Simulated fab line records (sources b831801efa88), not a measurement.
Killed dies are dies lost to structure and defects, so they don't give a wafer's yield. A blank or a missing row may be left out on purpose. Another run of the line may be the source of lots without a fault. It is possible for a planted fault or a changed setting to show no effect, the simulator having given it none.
Problem report in the 8D (eight disciplines) form, filled by code ; flow gf180mcu ; the parts of the form that need people (team, actions taken, sign-off) are left out

## 1. WHAT WENT WRONG
Across 2 wafers from 2 lots, CONTACT_CVD_02_THK at GF_CONTACT_THK_MEAS_03 averages 1137 nm, while fault-free wafers read 862 nm with a standard deviation of 14. Relative to the usual mean, that is a shift of +20 standard deviations.
Earliest sighting: wafer L309.1 on film_metro-01 at day 17 18:38. The record has a number at this step for 39 wafers belonging to 13 lots. By rule, "out" or "out of limits" means more than 4 standard deviations away from the usual mean. Any other wafer with a number is counted as sound.

## 2. WHAT IT IS, AND WHAT IT ISN'T
question;is;is not
which readings at this step;CONTACT_CVD_02_THK;-
which lots;L309, L314;L302, L305, L315, L317, L318, L319, L320, L321, L322, L323, L325
which wafers of those lots;L309.1, L314.4;L309.4, L309.6, L314.1, L314.3
read on which gauges;film_metro-01;film_metro-03, film_metro-04
when;from day 17 18:38;"up to then (8 sound wafers); but 29 sound wafers of L314, L315, L317, L318, L319, L320, L321, L322, L323, L325 came after"

## 3. WHAT RULES OUT EACH SUSPECT
Counting: if a tool at a process step up to the reading ran every lot that is out, it stays a suspect. Sound lots after the first of them don't rule it out here, since some wafers of a struck lot are sound.
- ruled out: the gauge at GF_CONTACT_THK_MEAS_03. All the wafers that are out were read on film_metro-01, but those of them that GF_CONTACT_CMP_04 has rows for are out there too, on other tools.
- pecvd-04 at GF_CONTACT_CVD_02 (deposits SiO2 from TEOS, target thk 860 nm, time 95.992 s): kept. It processed each lot that is out (first: L309, day 17 18:34); up to then, its last sound lot is L305 (day 16 04:32).
- At GF_CONTACT_CVD_02, inside pecvd-04: chamber 2 took the wafers that are out, while their sound lot-mates went through chambers 0, 1.
The count leaves pecvd-04 at GF_CONTACT_CVD_02.

## 4. THE CAUSE (what the simulator had put in)
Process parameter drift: pecvd-04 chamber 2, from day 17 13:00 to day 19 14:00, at GF_CONTACT_CVD_02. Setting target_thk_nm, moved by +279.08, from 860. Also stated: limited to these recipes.
Only this tool survived the counting.

## 5. THE EFFECT CHAIN, in route order
Each row: a reading where the mean over the struck wafers with a number is more than 3 standard deviations away from the usual. Readings are gone through only where the record gives a usual standard deviation; hours: the median, over the lots, of the time from a lot's start at the first step in this table giving one to that lot's start at this step; sigmas: the change measured in usual standard deviations.
hours;step;reading;usual;on struck wafers;change;sigmas
0;GF_CONTACT_THK_MEAS_03;CONTACT_CVD_02_THK;862 nm;1137;+275;+20
0;GF_CONTACT_CMP_04;time_to_endpoint_s;113 s;212;+98;+13
Here are the process steps it includes:
- GF_CONTACT_CMP_04: polishes SiO2.
At these later measuring or inspecting steps, every struck wafer for which the step has a row has a number for every such reading, and none has moved that far: GF_V2_THK_MEAS_25.

## 6. WHAT WOULD HAVE CAUGHT IT SOONER
The first out-of-limits reading at a measuring or inspecting step in this record came at day 17 18:38, 6 hours after the fault's start at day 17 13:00.
An alarm limit of 4 standard deviations would not have fired on the tool readings at GF_CONTACT_CVD_02 for which the record gives a usual standard deviation, since none of them was out on any struck wafer.
Among the 2 lots that are out, L314 began GF_CONTACT_CVD_02 on pecvd-04 after day 17 18:38. It would have been spared by a hold on the tool at that moment.
